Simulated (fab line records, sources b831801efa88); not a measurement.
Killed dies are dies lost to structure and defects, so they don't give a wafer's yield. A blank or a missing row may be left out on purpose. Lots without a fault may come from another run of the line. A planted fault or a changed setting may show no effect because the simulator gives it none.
Chamber matching | flow sky130 | SKY_VIA3_CMP_24 on cmp-01: 4 sister chambers
The step polishes, stops on SiO2, t overpolish 20 s, target thk 0 nm. 4 wafers are shown with their chamber, then 12 later ones without.

WAFERS WITH THEIR CHAMBER
wafer  | chamber | motor_current_A (A)
L089.1 | 1       | 11.5
L091.2 | 0       | 8.7
L091.5 | 2       | 12.3
L091.6 | 3       | 8.6

WAFERS WITHOUT THEIR CHAMBER
wafer  | motor_current_A (A)
L092.4 | 11.1
L092.5 | 11.8
L092.6 | 11.6
L093.1 | 11.5
L093.4 | 8.7
L093.5 | 11.9
L095.4 | 8.6
L095.5 | 11.6
L095.6 | 12.1
L097.2 | 11.5
L097.4 | 12.1
L097.5 | 8.3

WHICH CHAMBER EACH WENT THROUGH
wafer  | from the rows above     | in truth
L092.4 | 1                       | 1
L092.5 | can't be placed: 1 or 2 | 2
L092.6 | 1                       | 1
L093.1 | 1                       | 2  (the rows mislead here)
L093.4 | can't be placed: 0 or 3 | 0
L093.5 | can't be placed: 1 or 2 | 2
L095.4 | can't be placed: 3 or 0 | 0
L095.5 | 1                       | 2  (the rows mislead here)
L095.6 | can't be placed: 2 or 1 | 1
L097.2 | 1                       | 1
L097.4 | can't be placed: 2 or 1 | 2
L097.5 | can't be placed: 3 or 0 | 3
Placed correctly: 3 of 12. Can't be placed from these rows: 7 (the true chamber is among the candidates in 7). Placed wrongly: 2.
How it was worked out, from the rows above alone: a wafer's distance from a chamber is the root of the sum, over the readings, of the square of ((its reading less the chamber's mean) divided by the reading's scatter). The wafer belongs to the nearest chamber; if the next one is less than 2 further off, it can't be placed. A chamber's mean is the mean of its shown wafers. The scatter: with one shown wafer a chamber, the root of the mean of the squares of how far each hidden wafer lies from its nearest shown one.
